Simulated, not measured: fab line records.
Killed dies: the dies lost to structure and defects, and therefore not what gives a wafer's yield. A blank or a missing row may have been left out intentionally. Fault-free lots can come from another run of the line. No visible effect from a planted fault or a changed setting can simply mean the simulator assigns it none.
Which tool did it?	flow gf180mcu	33 wafers from 11 lots sampled at 5 of the route's 602 steps

## WHAT THE GAUGES READ, wafer by wafer
GF_HV_LDD_TW_MEAS_50. Usual: for HV_LDD_4_TW the level is 567 and the standard deviation is 3.7.
lot	measured	on	HV_LDD_4_TW	flag
L977	day 12 11:14	filmMetro-03	572 567 570	
L978	day 12 16:17	filmMetro-01	564 568 569	
L979	day 13 04:32	filmMetro-03	573 573 570	
L980	day 13 13:53	filmMetro-03	566 569 567	
L981	day 13 19:37	filmMetro-01	563 568 566	
L982	day 14 03:13	filmMetro-01	564 567 565	
L983	day 14 07:09	filmMetro-03	571 573 571	
L987	day 15 17:20	filmMetro-04	888 893 892	OFF
L986	day 15 20:50	filmMetro-01	887 893 891	OFF
L988	day 16 02:41	filmMetro-03	899 895 900	OFF
L989	day 16 11:38	filmMetro-04	885 886 888	OFF

GF_M1_OVL_MEAS_15. Usual: for M1_OVL the level is -3 nm and the standard deviation is 7.1.
lot	measured	on	M1_OVL (nm)	flag
L977	day 17 04:50	overlay-02	4 16 10	
L978	day 17 08:44	overlay-02	-2 -4 -5	
L979	day 17 23:47	overlay-01	-4 -12 -6	
L980	day 18 11:14	overlay-01	-17 -10 -20	
L981	day 18 17:29	overlay-01	5 14 12	
L982	day 19 01:35	overlay-02	-4 -5 1	
L983	day 19 07:30	overlay-02	7 1 6	
L987	day 20 23:26	overlay-01	-7 -13 -9	
L986	day 21 01:41	overlay-01	-6 8 10	
L988	day 21 08:24	overlay-01	1 4 -4	
L989	day 21 17:35	overlay-02	-3 -5 -1	

GF_V1_OVL_MEAS_15. Usual: for V1_OVL the level is 6 nm and the standard deviation is 5.8.
lot	measured	on	V1_OVL (nm)	flag
L977	day 18 05:31	overlay-01	15 11 17	
L978	day 18 09:37	overlay-01	7 5 7	
L979	day 19 01:14	overlay-02	3 -1 -1	
L980	day 19 12:25	overlay-02	0 2 1	
L981	day 19 19:04	overlay-02	3 1 5	
L982	day 20 03:35	overlay-02	5 11 5	
L983	day 20 09:56	overlay-02	8 16 6	
L987	day 22 00:26	overlay-01	-1 -3 10	
L986	day 22 03:11	overlay-02	1 1 6	
L988	day 22 08:38	overlay-02	5 5 3	
L989	day 22 17:54	overlay-01	7 9 10	

## WHICH TOOL RAN EACH LOT (tool, then ch and the chambers of the sampled wafers, then the start)
lot	GF_HV_LDD_IMPLANT_48	GF_M1_SPUTTER_04
L977	implanter-04 ch 0, day 12 11:01	pvdSputter-02, day 16 05:48
L978	implanter-04 ch 0, day 12 16:03	pvdSputter-04, day 16 10:39
L979	implanter-03 ch 0, day 13 04:19	pvdSputter-01, day 17 00:54
L980	implanter-04 ch 0, day 13 13:39	pvdSputter-02, day 17 12:02
L981	implanter-03 ch 0, day 13 19:22	pvdSputter-01, day 17 16:59
L982	implanter-03 ch 0, day 14 03:01	pvdSputter-02, day 18 01:57
L983	implanter-04 ch 0, day 14 06:56	pvdSputter-04, day 18 06:46
L987	implanter-02 ch 0, day 15 17:05	pvdSputter-02, day 19 22:31
L986	implanter-02 ch 0, day 15 20:35	pvdSputter-02, day 20 00:51
L988	implanter-03 ch 0, day 16 02:27	pvdSputter-04, day 20 07:55
L989	implanter-02 ch 0, day 16 11:20	pvdSputter-01, day 20 17:14
- GF_HV_LDD_IMPLANT_48
- GF_M1_SPUTTER_04: material TiN, target thk 50 nm, time 41.7 s.

## WHAT THE TOOLS THEMSELVES READ (means of the sampled wafers that have a number; where no wafer has one, the mark that the record gives instead)
GF_M1_SPUTTER_04. Usual: throttleValvePct at 30.2 %, with a standard deviation of 1.2.
lot	tool	throttleValvePct (%)	flag
L977	pvdSputter-02	31.0	
L978	pvdSputter-04	30.6	
L979	pvdSputter-01	29.9	
L980	pvdSputter-02	31.1	
L981	pvdSputter-01	29.8	
L982	pvdSputter-02	31.9	
L983	pvdSputter-04	29.1	
L987	pvdSputter-02	31.2	
L986	pvdSputter-02	31.0	
L988	pvdSputter-04	30.2	
L989	pvdSputter-01	28.2	

## THE ANSWER, worked out from the rows above alone
Rule: a lot is off if the mean of its wafers that have a number lies more than 3 standard deviations from the usual mean. A lot without any number at a reading at which 4 lots or more have one is off too. Any other lot the step has rows for is counted as sound. Order of review: gauges by route order, followed by the tools' own readings, for which a lot's mean as printed above is used. The first step at which some lot is off is used, and at that step the reading that is off furthest; a lot without a number counts as furthest.
Off: L987, L986, L988, L989, seen at GF_HV_LDD_TW_MEAS_50 (HV_LDD_4_TW).
A tool fits if, at a process step before that reading, it ran every lot that is off, and no sound lot after the first of them. Gauges at GF_HV_LDD_TW_MEAS_50: tried the same way as those tools. None of those tried fits.

## WHAT HAD BEEN PUT IN BY THE SIMULATOR
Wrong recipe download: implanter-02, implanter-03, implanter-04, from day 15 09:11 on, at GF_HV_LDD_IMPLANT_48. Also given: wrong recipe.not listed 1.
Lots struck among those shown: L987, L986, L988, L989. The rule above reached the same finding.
